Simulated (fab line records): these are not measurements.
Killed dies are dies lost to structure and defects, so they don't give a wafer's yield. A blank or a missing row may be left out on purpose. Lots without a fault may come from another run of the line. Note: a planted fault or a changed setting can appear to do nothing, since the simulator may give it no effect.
A struck lot beside a sound one + flow sky130 + 15 out of 708 route steps
Sound: the wafers L559.1, L559.2, L559.3. Struck: wafer L545.5 (left out: L545.2, L545.4 of the same lot, which were not struck); the cause appears at the end.
Per side, at each step with rows, come the tool, then ch with its chambers, and then its first start. Under that, the readings that differ: sound wafers + struck wafers + difference of the means + sigmas: that difference in standard deviations of wafers without a fault.
alike: readings whose means differ by less than 2 such deviations, and words and numbers that are the same on both sides. not compared: withheld readings, readings that some wafer has no value for, bounds like >300 that may hide the same value, and numbers for which the record gives no deviation and whose values overlap.
The two part at a step that has a row with sigmas, a row that says differs or no value, or rows on one side only. Non-overlapping numbers with no deviation appear without sigmas and do not part them. A reading missing from all wafers of one side parts the sides only when that side holds two or more wafers.

first, 2 steps without rows for these wafers: SKY_METAL4_PEB_11; SKY_METAL4_DEVELOP_12 (develop time 60 s).
SKY_METAL4_CD_MEAS_13 targets a cd of 300 nm.
  sound on cdSem-02, day 47 21:44; struck on cdSem-01, day 44 01:50
  alike: cdNm
SKY_METAL4_OVL_MEAS_14:
  sound on overlay-01, day 47 21:52; struck on overlay-02, day 44 01:56
  alike: METAL4_OVL
then, 1 step without rows for these wafers: SKY_METAL4_DESCUM_15 (chemistry O2, time 8 s).
SKY_METAL4_ETCH_16: etches BARC in N2/H2, stops on SiO2, time 88.2 s, target depth 60 nm.
  sound on rieMetal-04 ch 0,1, day 47 21:55; struck on rieMetal-04 ch 1, day 44 02:00
  alike: drypumpMotorCurrentA, oesProductAu, rfFwdPowerW, throttleValvePct
  not compared: rfHoursCounterH
SKY_METAL4_ETCH_17: etches SiO2 in C4F8/O2/Ar, stops on TiN, time 3.9 s, target depth 15 nm.
  sound on rieDiel-03 ch 0,1,3, day 47 22:01; struck on rieDiel-04 ch 2, day 44 02:06
| reading         | sound          | struck | difference | sigmas |
|-----------------|----------------|--------|------------|--------|
| rfFwdPowerW (W) | 1466 1456 1462 | 1491   | +30        | +4     |
  alike: oesProductAu
  not compared: rfHoursCounterH
SKY_METAL4_METAL_ETCH_18: etches the open film in Cl2/BCl3, stops on SiO2, target depth 845 nm, time 183.1 s.
  sound on rieMetal-03 ch 1, day 47 22:02; struck on rieMetal-01 ch 0, day 44 02:07
| reading             | sound             | struck | difference | sigmas |
|---------------------|-------------------|--------|------------|--------|
| bcl3FlowSccm (sccm) | 29.96 30.02 29.84 | 30.14  | +0.20      | +2     |
  alike: drypumpMotorCurrentA, oesProductAu, rfFwdPowerW, throttleValvePct
  not compared: rfHoursCounterH
SKY_METAL4_STRIP_19: strips in O2/N2.
  sound on plasmaAsher-01 ch 0,1, day 47 22:24; struck on plasmaAsher-03 ch 0, day 44 02:18
| reading                  | sound             | struck | difference | sigmas |
|--------------------------|-------------------|--------|------------|--------|
| oesProductAu (a.u.)      | 0.504 0.513 0.516 | 0.495  | -0.016     | -3     |
| stripTimeToEndpointS (s) | 6.68 6.70 6.71    | 6.47   | -0.23      | -2     |
  alike: drypumpMotorCurrentA
  not compared: rfHoursCounterH
then, 3 steps without rows for these wafers: SKY_METAL4_STRIP_20 (strips in post etch residue remover, time 1200 s); SKY_METAL4_CLEAN_21 (cleans in IPA, time 180 s); SKY_METAL4_CLEAN_22 (cleans in O3/DIW).
SKY_VIA4_HDPCVD_00: deposits SiO2, target thk 1750 nm, time 291.7 s.
  sound on hdpcvd-02 ch 0,1,2, day 47 22:59; struck on hdpcvd-02 ch 0, day 44 02:53
| reading                                 | sound             | struck | difference | sigmas      |
|-----------------------------------------|-------------------|--------|------------|-------------|
| runLengthS (s)                          | 320.7 319.0 318.4 | 391.8  | +72.4      | +99 or more |
| model.SiO2_of_VIA4_HDPCVD_00.thkNm (nm) | 1755 1756 1740    | 2226   | +476       |             |
  alike: susceptorTempC
SKY_VIA4_THK_MEAS_01:
  sound on filmMetro-04, day 47 23:10; struck on filmMetro-01, day 44 03:05
| reading              | sound          | struck | difference | sigmas |
|----------------------|----------------|--------|------------|--------|
| VIA4_HDPCVD_THK (nm) | 1755 1756 1741 | 2226   | +475       | +22    |
SKY_VIA4_CMP_02: polishes SiO2.
  sound on cmp-01 ch 0,1,3, day 47 23:14; struck on cmp-02 ch 3, day 44 03:08
  alike: headPressurePsi, motorCurrentA, slurryFlowMlMin

## WHERE THEY PART
Last at SKY_VIA4_THK_MEAS_01 as far as this record goes, first at SKY_METAL4_ETCH_17. Later steps at which nothing parts them and some readings are alike: SKY_VIA4_CMP_02.

WHY: whatever the simulator had introduced
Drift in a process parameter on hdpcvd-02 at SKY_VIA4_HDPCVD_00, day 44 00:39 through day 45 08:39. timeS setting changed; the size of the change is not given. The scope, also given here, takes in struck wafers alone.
